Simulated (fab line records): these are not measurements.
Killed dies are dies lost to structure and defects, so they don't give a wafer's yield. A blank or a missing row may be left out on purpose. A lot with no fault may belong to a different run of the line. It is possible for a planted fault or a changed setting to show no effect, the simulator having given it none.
Which tool is to blame? || flow gf180mcu || 14 lots with 42 wafers sampled at 6 steps, on a route of 602 steps

== WHAT THE GAUGES READ, wafer by wafer ==
GF_NWELL_OVL_MEAS_07. Usual: NWELL_OVL gives -0.6 nm (standard deviation 1.7).
{"lot": "L249", "measured": "day 3 09:52", "on": "overlay-02", "NWELL_OVL (nm)": "-4.2 -4.2 -2.9", "flag": ""}
{"lot": "L250", "measured": "day 3 12:46", "on": "overlay-02", "NWELL_OVL (nm)": "-0.5 -2.2 -1.1", "flag": ""}
{"lot": "L251", "measured": "day 3 17:55", "on": "overlay-01", "NWELL_OVL (nm)": "3.3 2.0 2.1", "flag": ""}
{"lot": "L252", "measured": "day 3 23:43", "on": "overlay-01", "NWELL_OVL (nm)": "1.6 2.5 2.6", "flag": ""}
{"lot": "L254", "measured": "day 4 10:22", "on": "overlay-02", "NWELL_OVL (nm)": "-0.6 0.6 0.5", "flag": ""}
{"lot": "L257", "measured": "day 5 04:11", "on": "overlay-01", "NWELL_OVL (nm)": "-2.4 0.4 -0.4", "flag": ""}
{"lot": "L258", "measured": "day 5 07:19", "on": "overlay-01", "NWELL_OVL (nm)": "2.5 1.7 1.0", "flag": ""}
{"lot": "L259", "measured": "day 5 13:16", "on": "overlay-01", "NWELL_OVL (nm)": "-0.7 0.3 -1.9", "flag": ""}
{"lot": "L260", "measured": "day 5 20:25", "on": "overlay-02", "NWELL_OVL (nm)": "-3.6 0.5 -2.3", "flag": ""}
{"lot": "L265", "measured": "day 6 23:07", "on": "overlay-02", "NWELL_OVL (nm)": "0.9 0.7 0.8", "flag": ""}
{"lot": "L267", "measured": "day 7 10:31", "on": "overlay-02", "NWELL_OVL (nm)": "-0.6 -2.7 -2.6", "flag": ""}
{"lot": "L268", "measured": "day 7 15:53", "on": "overlay-01", "NWELL_OVL (nm)": "-2.4 -1.4 -0.7", "flag": ""}
{"lot": "L269", "measured": "day 7 20:53", "on": "overlay-02", "NWELL_OVL (nm)": "-2.1 -2.6 -2.9", "flag": ""}
{"lot": "L270", "measured": "day 8 00:46", "on": "overlay-02", "NWELL_OVL (nm)": "-2.4 -1.1 -1.9", "flag": ""}

GF_MVPSD_OVL_MEAS_07. Usual: MVPSD_OVL gives -0.5 nm (standard deviation 1.3).
{"lot": "L249", "measured": "day 5 02:04", "on": "overlay-01", "MVPSD_OVL (nm)": "-2.0 0.5 0.2", "flag": ""}
{"lot": "L250", "measured": "day 5 06:04", "on": "overlay-02", "MVPSD_OVL (nm)": "-3.0 -1.8 -1.9", "flag": ""}
{"lot": "L251", "measured": "day 5 11:47", "on": "overlay-02", "MVPSD_OVL (nm)": "0.0 0.4 0.7", "flag": ""}
{"lot": "L252", "measured": "day 5 17:25", "on": "overlay-02", "MVPSD_OVL (nm)": "-3.2 -2.2 -0.3", "flag": ""}
{"lot": "L254", "measured": "day 6 05:23", "on": "overlay-02", "MVPSD_OVL (nm)": "0.2 -0.3 0.2", "flag": ""}
{"lot": "L257", "measured": "day 7 00:25", "on": "overlay-02", "MVPSD_OVL (nm)": "-1.8 -1.9 -2.6", "flag": ""}
{"lot": "L258", "measured": "day 7 05:04", "on": "overlay-02", "MVPSD_OVL (nm)": "0.1 0.9 0.4", "flag": ""}
{"lot": "L259", "measured": "day 7 12:11", "on": "overlay-01", "MVPSD_OVL (nm)": "-0.7 -1.2 -1.7", "flag": ""}
{"lot": "L260", "measured": "day 7 19:01", "on": "overlay-02", "MVPSD_OVL (nm)": "-1.2 -3.1 -3.9", "flag": ""}
{"lot": "L265", "measured": "day 9 00:13", "on": "overlay-01", "MVPSD_OVL (nm)": "- - -", "flag": "OFF"}
{"lot": "L267", "measured": "day 9 12:46", "on": "overlay-02", "MVPSD_OVL (nm)": "- - -", "flag": "OFF"}
{"lot": "L268", "measured": "day 9 18:16", "on": "overlay-02", "MVPSD_OVL (nm)": "-0.5 0.3 -0.7", "flag": ""}
{"lot": "L269", "measured": "day 10 01:59", "on": "overlay-01", "MVPSD_OVL (nm)": "-0.5 -1.8 -0.2", "flag": ""}
{"lot": "L270", "measured": "day 10 04:40", "on": "overlay-02", "MVPSD_OVL (nm)": "-0.7 -0.8 0.9", "flag": ""}

GF_MVPSD_TW_MEAS_11. Usual: MVPSD_TW gives 554 (standard deviation 5.4).
{"lot": "L249", "measured": "day 5 02:30", "on": "film_metro-04", "MVPSD_TW": "549 547 548", "flag": ""}
{"lot": "L250", "measured": "day 5 06:30", "on": "film_metro-03", "MVPSD_TW": "555 558 555", "flag": ""}
{"lot": "L251", "measured": "day 5 12:13", "on": "film_metro-01", "MVPSD_TW": "556 558 554", "flag": ""}
{"lot": "L252", "measured": "day 5 17:51", "on": "film_metro-03", "MVPSD_TW": "558 560 556", "flag": ""}
{"lot": "L254", "measured": "day 6 05:49", "on": "film_metro-04", "MVPSD_TW": "552 555 551", "flag": ""}
{"lot": "L257", "measured": "day 7 00:52", "on": "film_metro-03", "MVPSD_TW": "556 558 557", "flag": ""}
{"lot": "L258", "measured": "day 7 05:31", "on": "film_metro-04", "MVPSD_TW": "548 549 548", "flag": ""}
{"lot": "L259", "measured": "day 7 12:37", "on": "film_metro-01", "MVPSD_TW": "557 560 555", "flag": ""}
{"lot": "L260", "measured": "day 7 19:27", "on": "film_metro-01", "MVPSD_TW": "558 555 559", "flag": ""}
{"lot": "L265", "measured": "day 9 00:39", "on": "film_metro-04", "MVPSD_TW": "30 30 30", "flag": "OFF"}
{"lot": "L267", "measured": "day 9 13:13", "on": "film_metro-04", "MVPSD_TW": "30 30 30", "flag": "OFF"}
{"lot": "L268", "measured": "day 9 18:43", "on": "film_metro-01", "MVPSD_TW": "557 556 555", "flag": ""}
{"lot": "L269", "measured": "day 10 02:25", "on": "film_metro-01", "MVPSD_TW": "560 558 560", "flag": ""}
{"lot": "L270", "measured": "day 10 05:06", "on": "film_metro-01", "MVPSD_TW": "561 560 559", "flag": ""}

GF_VT_IMPLANT_OVL_MEAS_29. Usual: VT_IMPLANT_02_OVL gives 0.4 nm (standard deviation 1.3).
{"lot": "L249", "measured": "day 6 21:49", "on": "overlay-02", "VT_IMPLANT_02_OVL (nm)": "-1.5 0.0 -1.3", "flag": ""}
{"lot": "L250", "measured": "day 7 03:28", "on": "overlay-02", "VT_IMPLANT_02_OVL (nm)": "0.6 -0.3 -1.2", "flag": ""}
{"lot": "L251", "measured": "day 7 09:28", "on": "overlay-01", "VT_IMPLANT_02_OVL (nm)": "0.3 -1.5 1.3", "flag": ""}
{"lot": "L252", "measured": "day 7 15:34", "on": "overlay-02", "VT_IMPLANT_02_OVL (nm)": "1.8 3.0 2.4", "flag": ""}
{"lot": "L254", "measured": "day 8 04:52", "on": "overlay-02", "VT_IMPLANT_02_OVL (nm)": "-0.4 -0.1 -0.4", "flag": ""}
{"lot": "L257", "measured": "day 9 00:41", "on": "overlay-01", "VT_IMPLANT_02_OVL (nm)": "0.0 0.8 -0.2", "flag": ""}
{"lot": "L258", "measured": "day 9 07:22", "on": "overlay-01", "VT_IMPLANT_02_OVL (nm)": "-0.6 -2.5 0.4", "flag": ""}
{"lot": "L259", "measured": "day 9 14:40", "on": "overlay-02", "VT_IMPLANT_02_OVL (nm)": "1.7 1.2 1.2", "flag": ""}
{"lot": "L260", "measured": "day 9 22:10", "on": "overlay-01", "VT_IMPLANT_02_OVL (nm)": "2.3 1.3 1.1", "flag": ""}
{"lot": "L265", "measured": "day 11 06:13", "on": "overlay-01", "VT_IMPLANT_02_OVL (nm)": "0.1 -0.5 -0.4", "flag": ""}
{"lot": "L267", "measured": "day 11 18:31", "on": "overlay-01", "VT_IMPLANT_02_OVL (nm)": "2.5 0.6 0.0", "flag": ""}
{"lot": "L268", "measured": "day 12 01:55", "on": "overlay-01", "VT_IMPLANT_02_OVL (nm)": "2.1 1.5 4.0", "flag": ""}
{"lot": "L269", "measured": "day 12 10:37", "on": "overlay-01", "VT_IMPLANT_02_OVL (nm)": "-1.0 0.2 -0.7", "flag": ""}
{"lot": "L270", "measured": "day 12 13:04", "on": "overlay-02", "VT_IMPLANT_02_OVL (nm)": "1.4 0.6 0.2", "flag": ""}

GF_POLY_GATE_OVL_MEAS_11. Usual: POLY_GATE_OVL gives -2 nm (standard deviation 5.3).
{"lot": "L249", "measured": "day 9 06:29", "on": "overlay-02", "POLY_GATE_OVL (nm)": "-7 2 -12", "flag": ""}
{"lot": "L250", "measured": "day 9 10:41", "on": "overlay-01", "POLY_GATE_OVL (nm)": "-4 4 4", "flag": ""}
{"lot": "L251", "measured": "day 9 16:03", "on": "overlay-02", "POLY_GATE_OVL (nm)": "-4 -4 -5", "flag": ""}
{"lot": "L252", "measured": "day 9 22:38", "on": "overlay-02", "POLY_GATE_OVL (nm)": "-6 -7 1", "flag": ""}
{"lot": "L254", "measured": "day 10 17:05", "on": "overlay-02", "POLY_GATE_OVL (nm)": "-1 -10 2", "flag": ""}
{"lot": "L257", "measured": "day 11 13:07", "on": "overlay-01", "POLY_GATE_OVL (nm)": "-10 -6 -13", "flag": ""}
{"lot": "L258", "measured": "day 11 20:17", "on": "overlay-02", "POLY_GATE_OVL (nm)": "0 3 10", "flag": ""}
{"lot": "L259", "measured": "day 12 08:00", "on": "overlay-02", "POLY_GATE_OVL (nm)": "0 -3 -2", "flag": ""}
{"lot": "L260", "measured": "day 12 14:50", "on": "overlay-02", "POLY_GATE_OVL (nm)": "2 -11 2", "flag": ""}
{"lot": "L265", "measured": "day 13 23:26", "on": "overlay-01", "POLY_GATE_OVL (nm)": "4 11 -7", "flag": ""}
{"lot": "L267", "measured": "day 14 13:06", "on": "overlay-02", "POLY_GATE_OVL (nm)": "5 1 5", "flag": ""}
{"lot": "L268", "measured": "day 14 21:39", "on": "overlay-01", "POLY_GATE_OVL (nm)": "3 -6 -7", "flag": ""}
{"lot": "L269", "measured": "day 15 06:23", "on": "overlay-01", "POLY_GATE_OVL (nm)": "0 -12 -4", "flag": ""}
{"lot": "L270", "measured": "day 15 07:47", "on": "overlay-02", "POLY_GATE_OVL (nm)": "2 -14 -3", "flag": ""}

== WHAT TOOL EACH LOT RAN ON (gives the tool, then ch and the chambers of the sampled wafers, and finally the start) ==
{"lot": "L249", "GF_MVPSD_DEVELOP_06": "litho_track-01 ch 0, day 5 01:00"}
{"lot": "L250", "GF_MVPSD_DEVELOP_06": "litho_track-04 ch 0, day 5 05:00"}
{"lot": "L251", "GF_MVPSD_DEVELOP_06": "litho_track-03 ch 0, day 5 11:00"}
{"lot": "L252", "GF_MVPSD_DEVELOP_06": "litho_track-01 ch 0, day 5 17:00"}
{"lot": "L254", "GF_MVPSD_DEVELOP_06": "litho_track-03 ch 0, day 6 05:00"}
{"lot": "L257", "GF_MVPSD_DEVELOP_06": "litho_track-04 ch 0, day 7 00:00"}
{"lot": "L258", "GF_MVPSD_DEVELOP_06": "litho_track-04 ch 0, day 7 04:00"}
{"lot": "L259", "GF_MVPSD_DEVELOP_06": "litho_track-03 ch 0, day 7 12:00"}
{"lot": "L260", "GF_MVPSD_DEVELOP_06": "litho_track-01 ch 0, day 7 18:00"}
{"lot": "L265", "GF_MVPSD_DEVELOP_06": "litho_track-04 ch 0, day 9 00:00"}
{"lot": "L267", "GF_MVPSD_DEVELOP_06": "litho_track-04 ch 0, day 9 12:00"}
{"lot": "L268", "GF_MVPSD_DEVELOP_06": "litho_track-01 ch 0, day 9 18:00"}
{"lot": "L269", "GF_MVPSD_DEVELOP_06": "litho_track-03 ch 0, day 10 01:00"}
{"lot": "L270", "GF_MVPSD_DEVELOP_06": "litho_track-01 ch 0, day 10 04:00"}
- GF_MVPSD_DEVELOP_06: develop time 60 s.

== WHAT THE TOOLS THEMSELVES READ (means of the sampled wafers that have a number; where no wafer has one, the mark that the record gives instead) ==
GF_MVPSD_DEVELOP_06. Usual: developer_temp_C at 22.99 C, with a standard deviation of 0.1.
{"lot": "L249", "tool": "litho_track-01", "developer_temp_C (C)": 23.07, "flag": ""}
{"lot": "L250", "tool": "litho_track-04", "developer_temp_C (C)": 22.95, "flag": ""}
{"lot": "L251", "tool": "litho_track-03", "developer_temp_C (C)": 23.05, "flag": ""}
{"lot": "L252", "tool": "litho_track-01", "developer_temp_C (C)": 22.99, "flag": ""}
{"lot": "L254", "tool": "litho_track-03", "developer_temp_C (C)": 23.04, "flag": ""}
{"lot": "L257", "tool": "litho_track-04", "developer_temp_C (C)": 22.97, "flag": ""}
{"lot": "L258", "tool": "litho_track-04", "developer_temp_C (C)": 22.92, "flag": ""}
{"lot": "L259", "tool": "litho_track-03", "developer_temp_C (C)": 22.94, "flag": ""}
{"lot": "L260", "tool": "litho_track-01", "developer_temp_C (C)": 22.85, "flag": ""}
{"lot": "L265", "tool": "litho_track-04", "developer_temp_C (C)": 22.95, "flag": ""}
{"lot": "L267", "tool": "litho_track-04", "developer_temp_C (C)": 22.96, "flag": ""}
{"lot": "L268", "tool": "litho_track-01", "developer_temp_C (C)": 22.94, "flag": ""}
{"lot": "L269", "tool": "litho_track-03", "developer_temp_C (C)": 23.05, "flag": ""}
{"lot": "L270", "tool": "litho_track-01", "developer_temp_C (C)": 22.89, "flag": ""}

== THE ANSWER, worked out from the rows above alone ==
Rule: take the mean of a lot's wafers that have a number; if it is more than 3 standard deviations from the usual mean, the lot is off. Also off: a lot with no number at a reading for which 4 or more lots have one. The other lots that the step has rows for count as sound. After the gauges, taken in route order, come the tools' own readings; for these a lot's mean is taken, as printed above. The first step at which some lot is off is used, and at that step the reading that is off furthest; a lot without a number counts as furthest.
Off: L265, L267, seen at GF_MVPSD_OVL_MEAS_07 (MVPSD_OVL). Without a number there: L265, L267.
If a tool, at a process step before that reading, ran all the lots that are off and no sound lot after the first of them, it fits. Not tried: the gauges at GF_MVPSD_OVL_MEAS_07; whatever is off there is also off at GF_MVPSD_TW_MEAS_11, on other tools, and gauge error can't account for it. One fits: litho_track-04 at GF_MVPSD_DEVELOP_06. A fault onset in the window from L258 (day 7 04:00, its last sound lot) to L265 (day 9 00:00, its first lot off) fits.

== WHAT THE SIMULATOR HAD PUT IN ==
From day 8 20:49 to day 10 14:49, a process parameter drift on litho_track-04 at GF_MVPSD_DEVELOP_06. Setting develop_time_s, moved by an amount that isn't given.
Shown lots that were struck: L265, L267. The rule above found the same.
